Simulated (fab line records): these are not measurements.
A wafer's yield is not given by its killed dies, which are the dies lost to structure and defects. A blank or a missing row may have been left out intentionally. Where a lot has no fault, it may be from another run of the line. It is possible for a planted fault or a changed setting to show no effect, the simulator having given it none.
fab line records -- flow sky130
[record] lots = 5, wafers = 15, last-day = 50
route steps=708 shown SONOS_TUNNEL@158 SONOS_ONO@168 PAD_OPEN@708
lots that met no fault: taken from a fault-free run of the same line
start-h: hours from the record's first day to the start of the lot's first wafer shown -- wait-h: hours from the lot's prior step to this one -- " repeats the value in the row above -- L1.1+2: a row that stands for several wafers -- - no value present, or no start provided -- * or withheld: withheld -- < > ~ a bound
route shown NAME@n: NAME is a module with steps in the file, n the number in the route of the first one -- usual: average and standard deviation across the fault-free wafers -- same: alike in all rows -- chamber/n: place in a boat -- sites: the reading at each site -- _std_site: standard deviation of those values -- _edge_site: mean of outer sites minus mean of inner sites -- radius-mm: for every site, how far away it sits from the centre of the wafer -- mask NAME#n: copy n -- behind: tool/chamber where the wafer was last shaped -- hold: reason for holding the lot/hours on hold/outcome of the hold -- device: the n, p or np transistor that did not switch -- end of line: tests run on the same wafers once the route is complete -- where a step has no rows: the recipe by itself -- killed: dies lost to structure and defects at the first sort, not the wafer's yield -- map: per-die view of a wafer (x killed, . not killed, _ where there is no die)
set.NAME: the run value of the setting; set.NAME@STEP: its run value at that earlier step -- model.NAME: the simulator's own value behind a step, which no gauge read
lots at selected steps of the route; one table per step, one row per wafer
services: the hour from which a tool's chamber was out of use, counted from the record's first day as start-h (under 0 if before that day), plus the number of hours and why
[[steps]]
[step SKY_SONOS_TUNNEL_EXPOSE_04]
[recipe] mask-id = TUNM, na = 0.6, source-shape = conventional, sigma-outer = 0.6, polarization = unpolarized, target-cd-nm = 410, dose-mj = 136
[step SKY_SONOS_TUNNEL_PEB_05]
[recipe] temp-c = withheld, time-s = *, resist = NOVOLAK
[step SKY_SONOS_TUNNEL_DEVELOP_06]
[recipe] resist = NOVOLAK, developer = TMAH, develop-time-s = 60, dev-temp-c = 22.39
[step SKY_SONOS_TUNNEL_CD_MEAS_07]
[recipe] target-cd-nm = 410
[usual] cd-nm = 410.2/2
lot.wafer,tool,chamber,start-h,wait-h,cd-nm
L169.1,cd-sem-02,-,259.75,0.1,411.0
L169.4,cd-sem-02,-,259.75,0.1,409.5
L169.5,cd-sem-02,-,259.75,0.1,411.2
L175.1,cd-sem-01,-,307.19,0.1,410.7
L175.2,cd-sem-01,-,307.19,0.1,411.6
L175.6,cd-sem-01,-,307.19,0.1,411.8
L180.1,cd-sem-02,-,341.28,0.1,411.5
L180.2,cd-sem-02,-,341.28,0.1,411.9
L180.6,cd-sem-02,-,341.28,0.1,413.3
L182.1,cd-sem-01,-,355.58,0.1,409.3
L182.2,cd-sem-01,-,355.58,0.1,409.7
L182.5,cd-sem-01,-,355.58,0.1,411.0
L191.3,cd-sem-02,-,448.12,0.1,409.4
L191.5,cd-sem-02,-,448.12,0.1,406.9
L191.6,cd-sem-02,-,448.12,0.1,409.8
[step SKY_SONOS_TUNNEL_OVL_MEAS_08]
[usual] SONOS_TUNNEL_OVL = 0.1/1.3
lot.wafer,tool,chamber,start-h,wait-h,SONOS_TUNNEL_OVL[nm]
L169.1,overlay-01,-,259.87,0.1,0.9
L169.4,overlay-01,-,259.87,0.1,1.3
L169.5,overlay-01,-,259.87,0.1,1.8
L175.1,overlay-01,-,307.31,0.1,-1.7
L175.2,overlay-01,-,307.31,0.1,-0.6
L175.6,overlay-01,-,307.31,0.1,-0.7
L180.1,overlay-01,-,341.40,0.1,-0.4
L180.2,overlay-01,-,341.40,0.1,-0.8
L180.6,overlay-01,-,341.40,0.1,1.3
L182.1,overlay-02,-,355.70,0.1,-3.6
L182.2,overlay-02,-,355.70,0.1,0.0
L182.5,overlay-02,-,355.70,0.1,-2.2
L191.3,overlay-01,-,448.21,0.1,3.0
L191.5,overlay-01,-,448.21,0.1,0.9
L191.6,overlay-01,-,448.21,0.1,0.5
[step SKY_SONOS_TUNNEL_IMPLANT_09]
[recipe] species = B, energy-kev = 20, dose-cm2 = 1e+12, tilt-deg = withheld
[step SKY_SONOS_TUNNEL_WET_ETCH_10]
[recipe] chemistry = dHF, target-depth-nm = 14, target = SiO2, dilution = 100:1, temp-c = 25, time-s = 280
[step SKY_SONOS_TUNNEL_STRIP_11]
[recipe] chemistry = SPM, time-s = 600, temp-c = 130
[step SKY_SONOS_TUNNEL_TW_MEAS_12]
[usual] SONOS_TUNNEL_TW = 196.1/0.9
lot.wafer,tool,chamber,start-h,wait-h,SONOS_TUNNEL_TW
L169.1,film-metro-02,-,260.32,0.0,196.1
L169.4,film-metro-02,-,260.32,0.0,196.1
L169.5,film-metro-02,-,260.32,0.0,196.6
L175.1,film-metro-02,-,307.76,0.0,197.2
L175.2,film-metro-02,-,307.76,0.0,196.1
L175.6,film-metro-02,-,307.76,0.0,196.8
L180.1,film-metro-02,-,341.98,0.0,197.1
L180.2,film-metro-02,-,341.98,0.0,196.5
L180.6,film-metro-02,-,341.98,0.0,196.5
L182.1,film-metro-04,-,356.16,0.0,195.8
L182.2,film-metro-04,-,356.16,0.0,196.0
L182.5,film-metro-04,-,356.16,0.0,195.3
L191.3,film-metro-04,-,448.67,0.0,196.0
L191.5,film-metro-04,-,448.67,0.0,194.3
L191.6,film-metro-04,-,448.67,0.0,195.7
[step SKY_SONOS_TUNNEL_CLEAN_13]
[recipe] chemistry = dHF, time-s = 20, dilution = 100:1, dry = ipa-marangoni
[step SKY_SONOS_ONO_OXIDATION_00]
[recipe] temp-c = 800, ambient = O2, idle-temp-c = 700, ramp-up-c-per-min = 10, ramp-down-c-per-min = 3, stabilise-s = 600, purge-s = 300, target-thk-a = 26, ox-time-s = 1249
[step SKY_SONOS_ONO_THK_MEAS_01]
[recipe] reads = SiO2_of_SONOS_ONO_OXIDATION_00
[usual] SONOS_ONO_OXIDATION_THK = 2.59/0.048
lot.wafer,tool,chamber,start-h,wait-h,SONOS_ONO_OXIDATION_THK[nm]
L169.1,film-metro-01,-,262.66,0.0,2.64
L169.4,film-metro-01,-,262.66,0.0,2.61
L169.5,film-metro-01,-,262.66,0.0,2.57
L175.1,film-metro-01,-,309.51,0.0,2.54
L175.2,film-metro-01,-,309.51,0.0,2.59
L175.6,film-metro-01,-,309.51,0.0,2.56
L180.1,film-metro-03,-,344.41,0.0,2.61
L180.2,film-metro-03,-,344.41,0.0,2.59
L180.6,film-metro-03,-,344.41,0.0,2.62
L182.1,film-metro-04,-,357.58,0.0,2.62
L182.2,film-metro-04,-,357.58,0.0,2.65
L182.5,film-metro-04,-,357.58,0.0,2.64
L191.3,film-metro-04,-,450.18,0.0,2.52
L191.5,film-metro-04,-,450.18,0.0,2.62
L191.6,film-metro-04,-,450.18,0.0,2.55
[step SKY_SONOS_ONO_CVD_02]
[recipe] material = Si3N4, precursor = DCS/NH3, target-thk-nm = 10.5, temp-c = 770, time-s = 180, pressure-mtorr = 250
[usual] spike-tc-bottom-C = 789.2/1.6
lot.wafer,tool,chamber,start-h,wait-h,spike-tc-bottom-C,model.Si3N4_of_SONOS_ONO_CVD_02.thk-nm
L169.1,lpcvd-02,0,264.39,1.7,790.9,10.45
L169.4,lpcvd-02,0,264.39,1.7,789.7,10.4
L169.5,lpcvd-02,0,264.39,1.7,790.1,10.49
L175.1,lpcvd-02,0,309.78,0.3,790.7,10.39
L175.2,lpcvd-02,0,309.78,0.3,789.8,10.38
L175.6,lpcvd-02,0,309.78,0.3,790.4,10.33
L180.1,lpcvd-02,1,344.91,0.5,787.8,10.48
L180.2,lpcvd-02,1,344.91,0.5,789.0,10.58
L180.6,lpcvd-02,1,344.91,0.5,787.7,10.47
L182.1,lpcvd-02,1,358.48,0.9,788.5,14.13
L182.2,lpcvd-02,1,358.48,0.9,788.7,14.1
L182.5,lpcvd-02,1,358.48,0.9,787.9,14.17
L191.3,lpcvd-02,0,450.22,0.0,790.4,10.59
L191.5,lpcvd-02,0,450.22,0.0,791.2,10.7
L191.6,lpcvd-02,0,450.22,0.0,791.2,10.68
[step SKY_SONOS_ONO_THK_MEAS_03]
[recipe] reads = Si3N4_of_SONOS_ONO_CVD_02
[usual] SONOS_ONO_CVD_02_THK = 10.55/0.12
lot.wafer,tool,chamber,start-h,wait-h,SONOS_ONO_CVD_02_THK[nm]
L169.1,film-metro-03,-,265.44,0.0,10.46
L169.4,film-metro-03,-,265.44,0.0,10.37
L169.5,film-metro-03,-,265.44,0.0,10.46
L175.1,film-metro-03,-,310.83,0.0,10.43
L175.2,film-metro-03,-,310.83,0.0,10.39
L175.6,film-metro-03,-,310.83,0.0,10.33
L180.1,film-metro-04,-,345.96,0.0,10.45
L180.2,film-metro-04,-,345.96,0.0,10.61
L180.6,film-metro-04,-,345.96,0.0,10.46
L182.1,film-metro-01,-,359.53,0.0,14.17
L182.2,film-metro-01,-,359.53,0.0,14.10
L182.5,film-metro-01,-,359.53,0.0,14.15
L191.3,film-metro-01,-,451.29,0.0,10.52
L191.5,film-metro-01,-,451.29,0.0,10.67
L191.6,film-metro-01,-,451.29,0.0,10.59
[step SKY_SONOS_ONO_CVD_04]
[recipe] material = SiO2, precursor = SiH4/N2O, target-thk-nm = 5.7199, temp-c = 900, pressure-mtorr = 400
[step SKY_PAD_OPEN_PROBE_99]
[usual] killed_at_M0_to_M3 = 45/6.8, killed_at_M4_up = 3.0/1.7, killed-at-contacts = 25/5.7, killed-at-front-end = 15/4.6, killed-at-other = 0.3/0.66, killed-dies = 88/9.5, killed-open = 48/7.3, killed-short = 39/6.5
[same] gross-dies = 492, killed-at-back-side = 0
lot.wafer,tool,chamber,start-h,wait-h,killed_at_M0_to_M3,killed_at_M4_up,killed-at-contacts,killed-at-front-end,killed-at-other,killed-dies,killed-open,killed-short,model.etest.nfet_16v.r-on-ohm-um,model.etest.pfet_16v.r-on-ohm-um,model.etest.pfet-g5v0d10v5.r-on-ohm-um,model.etest.nfet-g5v0d10v5.r-on-ohm-um,model.etest.nfet-g5v0d10v5.drive-ua-um,model.etest.tip-sonos.rs-ohm-sq,model.etest.sonos-erased.drive-ua-um,model.etest.nfet_05v0_nvt.drive-ua-um
L169.1,prober-02,-,1081.84,0.1,56,4,32,7,0,99,57,42,1.407e+04,1.554e+04,4783,1888,598.7,2677,187.9,570.9
L169.4,prober-02,-,1081.99,0.2,53,1,24,16,0,94,59,35,1.396e+04,1.553e+04,4765,1888,610.7,2648,207.7,573.6
L169.5,prober-02,-,1082.04,0.2,45,2,24,19,0,90,44,46,1.405e+04,1.569e+04,4748,1878,611,2678,187.1,576.2
L175.1,prober-01,-,1119.95,0.1,43,3,29,25,1,101,48,50,1.424e+04,1.496e+04,4855,1909,597,2669,146.6,569
L175.2,prober-01,-,1120.00,0.1,42,5,19,15,0,81,46,35,1.438e+04,1.531e+04,4788,1899,603.7,2636,177.7,572.1
L175.6,prober-01,-,1120.20,0.2,37,2,28,6,2,75,42,31,1.435e+04,1.528e+04,4735,1899,596.7,2654,183.8,570.3
L180.1,prober-02,-,1142.30,0.1,38,6,21,15,0,80,49,31,1.432e+04,1.495e+04,4820,1896,604.5,2624,196.9,573.4
L180.2,prober-02,-,1142.35,0.1,43,1,28,15,0,87,55,31,1.42e+04,1.512e+04,4862,1880,610,2642,217.9,572.9
L180.6,prober-02,-,1142.55,0.2,51,2,27,9,0,89,44,44,1.425e+04,1.505e+04,4848,1888,610.6,2634,197.2,572.3
L182.1,prober-02,-,1154.10,0.1,45,3,19,12,0,79,47,32,1.806e+04,1.635e+04,5589,2515,393.2,2962,55.87,417.6
L182.2,prober-02,-,1154.15,0.1,34,3,37,12,2,88,50,38,1.794e+04,1.615e+04,5559,2506,390.3,2946,59.94,420.2
L182.5,prober-02,-,1154.30,0.2,40,2,32,15,0,89,45,43,1.42e+04,1.511e+04,4845,1936,591.9,2763,63.1,560.8
L191.3,prober-02,-,1205.91,0.2,50,5,32,10,1,98,50,48,1.424e+04,1.551e+04,4710,1878,605.1,2605,196.8,572.8
L191.5,prober-02,-,1206.01,0.2,30,1,30,28,0,89,52,37,1.423e+04,1.55e+04,4756,1887,598.7,2621,203.4,568.5
L191.6,prober-02,-,1206.06,0.2,48,1,23,16,0,88,41,47,1.416e+04,1.507e+04,4793,1904,600.4,2631,200.5,567.9
// killed by level:class
L169.1 VIA1:geometric-particle:open=20 CONTACT:geometric-particle:open=12 VIA1:geometric-particle:short=11 LI_CONTACT:geometric-particle:open=9 VIA2:geometric-particle:open=7 LOCAL_INTERCONNECT:geometric-particle:short=5 CONTACT:geometric-particle:short=5 METAL1:geometric-particle:short=5
L169.4 VIA1:geometric-particle:open=14 LI_CONTACT:geometric-particle:open=11 VIA2:geometric-particle:open=9 METAL2:geometric-particle:short=8 VIA3:geometric-particle:open=7 CONTACT:geometric-particle:open=6 METAL1:geometric-particle:short=5 LOCAL_INTERCONNECT:geometric-particle:short=4
L169.5 VIA1:geometric-particle:open=11 CONTACT:geometric-particle:open=10 FIELD_ISO:geometric-particle:short=7 METAL2:geometric-particle:short=6 LI_CONTACT:geometric-particle:open=6 VIA2:geometric-particle:short=6 VIA2:geometric-particle:open=6 LI_CONTACT:geometric-particle:short=5
L175.1 CONTACT:geometric-particle:open=13 METAL2:geometric-particle:short=9 VIA1:geometric-particle:open=7 FIELD_ISO:geometric-particle:open=6 VIA3:geometric-particle:open=6 POLY_GATE:geometric-particle:short=5 LI_CONTACT:geometric-particle:short=5 LI_CONTACT:geometric-particle:open=5
L175.2 VIA1:geometric-particle:open=9 LI_CONTACT:geometric-particle:open=7 CONTACT:geometric-particle:open=6 VIA3:geometric-particle:short=6 FIELD_ISO:geometric-particle:open=5 VIA3:geometric-particle:open=5 METAL4:geometric-particle:short=5 FIELD_ISO:geometric-particle:short=4
L175.6 LI_CONTACT:geometric-particle:open=12 VIA1:geometric-particle:open=8 VIA2:geometric-particle:open=7 CONTACT:geometric-particle:open=6 LI_CONTACT:geometric-particle:short=5 METAL2:geometric-particle:short=5 METAL1:geometric-particle:short=4 VIA1:geometric-particle:short=4
L180.1 VIA1:geometric-particle:open=11 CONTACT:geometric-particle:open=8 VIA2:geometric-particle:open=8 VIA3:geometric-particle:open=7 METAL2:geometric-particle:short=6 LI_CONTACT:geometric-particle:open=5 POLY_GATE:geometric-particle:open=4 LOCAL_INTERCONNECT:geometric-particle:short=4
L180.2 VIA1:geometric-particle:open=15 CONTACT:geometric-particle:open=9 FIELD_ISO:geometric-particle:open=6 LI_CONTACT:geometric-particle:open=6 VIA2:geometric-particle:open=6 CONTACT:geometric-particle:short=5 VIA1:geometric-particle:short=4 LI_CONTACT:geometric-particle:short=4
L180.6 VIA1:geometric-particle:open=11 CONTACT:geometric-particle:open=10 VIA1:geometric-particle:short=8 LI_CONTACT:geometric-particle:open=6 VIA3:geometric-particle:open=6 CONTACT:geometric-particle:short=5 LOCAL_INTERCONNECT:geometric-particle:short=5 METAL1:geometric-particle:short=5
L182.1 VIA2:geometric-particle:open=10 VIA3:geometric-particle:open=9 VIA1:geometric-particle:open=8 LI_CONTACT:geometric-particle:open=6 FIELD_ISO:geometric-particle:short=5 CONTACT:geometric-particle:open=5 VIA1:geometric-particle:short=4 METAL1:geometric-particle:short=4
L182.2 CONTACT:geometric-particle:open=12 VIA1:geometric-particle:open=11 LOCAL_INTERCONNECT:geometric-particle:short=10 LI_CONTACT:geometric-particle:open=8 FIELD_ISO:geometric-particle:short=4 METAL1:geometric-particle:short=4 METAL3:geometric-particle:short=4 METAL2:geometric-particle:short=4
L182.5 VIA1:geometric-particle:open=9 CONTACT:geometric-particle:short=8 CONTACT:geometric-particle:open=8 LI_CONTACT:geometric-particle:open=7 LOCAL_INTERCONNECT:geometric-particle:short=6 METAL1:geometric-particle:short=6 FIELD_ISO:geometric-particle:open=5 POLY_GATE:geometric-particle:short=5
L191.3 CONTACT:geometric-particle:open=10 VIA1:geometric-particle:open=10 LI_CONTACT:geometric-particle:open=9 VIA2:geometric-particle:open=9 METAL1:geometric-particle:short=7 VIA1:geometric-particle:short=7 LOCAL_INTERCONNECT:geometric-particle:short=6 VIA2:geometric-particle:short=5
L191.5 CONTACT:geometric-particle:open=14 POLY_GATE:geometric-particle:open=12 VIA3:geometric-particle:open=7 LI_CONTACT:geometric-particle:short=6 VIA1:geometric-particle:open=6 FIELD_ISO:geometric-particle:short=5 POLY_GATE:geometric-particle:short=5 CONTACT:geometric-particle:short=4
L191.6 METAL1:geometric-particle:short=11 VIA1:geometric-particle:open=9 LI_CONTACT:geometric-particle:open=7 METAL2:geometric-particle:short=7 LOCAL_INTERCONNECT:geometric-particle:short=6 CONTACT:geometric-particle:open=6 VIA3:geometric-particle:open=6 POLY_GATE:geometric-particle:short=5
[[services]]
tool,chamber,start-h,hours,kind
lpcvd-02,-,346.78,0.4,repair
lpcvd-02,-,438.19,6.1,pm
[[key]]
[first-sign] step = SKY_SONOS_ONO_THK_MEAS_03, reading = SONOS_ONO_CVD_02_THK, direction = up, sigmas = 30, usual = 10.55, struck = 14.14
effect none on later readings
[model-effect] step = SKY_SONOS_ONO_CVD_02, value = Si3N4_of_SONOS_ONO_CVD_02.thk-nm, without = 10.69, struck = 14.13
[model-effect] step = SKY_PAD_OPEN_PROBE_99, value = etest.nfet_16v.r-on-ohm-um, without = 1.421e+04, struck = 1.674e+04
met-at SKY_SONOS_ONO_CVD_02
struck-wafers L182.1,L182.2,L182.5
tester-left-out L182
onset-between 344.91 358.48
[fault] kind = process-parameter-drift, tool = lpcvd-02, chamber = 1, onset-h = 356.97, steps = SKY_SONOS_ONO_CVD_02, channel = target-thk-nm, offset = 3.4408, shape = step, end-h = 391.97, acts-in = these-recipes-only, stated = 10.5
// tester-left-out: of these lots the tester's yield and bins aren't shown, on N5 and GAA mostly nor the transistor test; their killed dies are dies lost to structure and defects alone, not to doping, threshold or leakage, so they don't give the yield
